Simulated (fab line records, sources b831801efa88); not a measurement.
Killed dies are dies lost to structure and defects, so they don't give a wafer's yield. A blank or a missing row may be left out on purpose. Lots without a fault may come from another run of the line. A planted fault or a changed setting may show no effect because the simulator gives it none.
Problem report in the 8D (eight disciplines) form, filled by code | flow sky130 | the parts of the form that need people (team, actions taken, sign-off) are left out

1. THE PROBLEM
oes_product_au at SKY_VIA3_ETCH_14 reads a mean of 0.926 a.u. on 3 wafers of 3 lots; wafers without a fault read 0.854 a.u. with a standard deviation of 0.005. That is +14 standard deviations from the usual mean.
The step: etches BARC in N2/H2, stops on SiO2, time 45.9 s, target depth 60 nm.
First seen on wafer L534.3, day 42 18:47, on rie_diel-02. The record holds 18 wafers of 7 lots with a number at this step. Rule for "out", or "out of limits": more than 4 standard deviations from the usual mean. The other wafers with a number count as sound.

2. WHAT IT IS AND WHAT IT IS NOT
question                    | is                           | is not
which readings at this step | oes_product_au, run_length_s | drypump_motor_current_A
which lots                  | L534, L535, L537             | L527, L539, L541, L544
which wafers of those lots  | L534.3, L535.3, L537.5       | L534.1, L535.6, L537.1
read on which tools         | rie_diel-02                  | rie_diel-03, rie_diel-04
when                        | from day 42 18:47            | up to then (4 sound wafers); but 11 sound wafers of L535, L537, L539, L541, L544 came after

3. SUSPECTS, AND WHAT RULES EACH OUT
Counting: a tool at a process step up to the reading stays a suspect if it ran every lot that is out. Sound lots after the first of them don't rule it out here, since some wafers of a struck lot are sound.
- rie_diel-02 at SKY_VIA3_ETCH_14 (etches BARC in N2/H2, stops on SiO2, time 45.9 s, target depth 60 nm): kept. It ran every lot that is out, first L534 (day 42 18:47); its last sound lot up to then is L527 (day 40 18:14). Its own readings are out on those wafers: oes_product_au, run_length_s.
Left after counting: rie_diel-02 at SKY_VIA3_ETCH_14.

4. THE CAUSE (what the simulator had put in)
Process parameter drift: rie_diel-02, from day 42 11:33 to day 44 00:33, at SKY_VIA3_ETCH_14. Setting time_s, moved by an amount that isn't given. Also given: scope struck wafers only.
Counting left only this tool.

5. THE CHAIN OF EFFECTS, in route order
Each row: a reading whose mean over the struck wafers that have a number lies more than 3 standard deviations from the usual. Only readings for which the record gives a usual standard deviation are gone through. hours: the time from each lot's start at the first step in this table that gives one to its start at this step, as a median over the lots. sigmas: the change in usual standard deviations.
hours | step             | reading        | usual      | on struck wafers | change | sigmas
0     | SKY_VIA3_ETCH_14 | oes_product_au | 0.854 a.u. | 0.926            | +0.072 | +14
0     | SKY_VIA3_ETCH_14 | run_length_s   | 74.1 s     | 70.2             | -3.9   | -9.3
The process steps in it:
- SKY_VIA3_ETCH_14: etches BARC in N2/H2, stops on SiO2, time 45.9 s, target depth 60 nm.

6. WHAT WOULD HAVE CAUGHT IT SOONER
In this record the first reading out of limits was taken at day 42 18:47, 7 hours after the fault began at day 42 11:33.
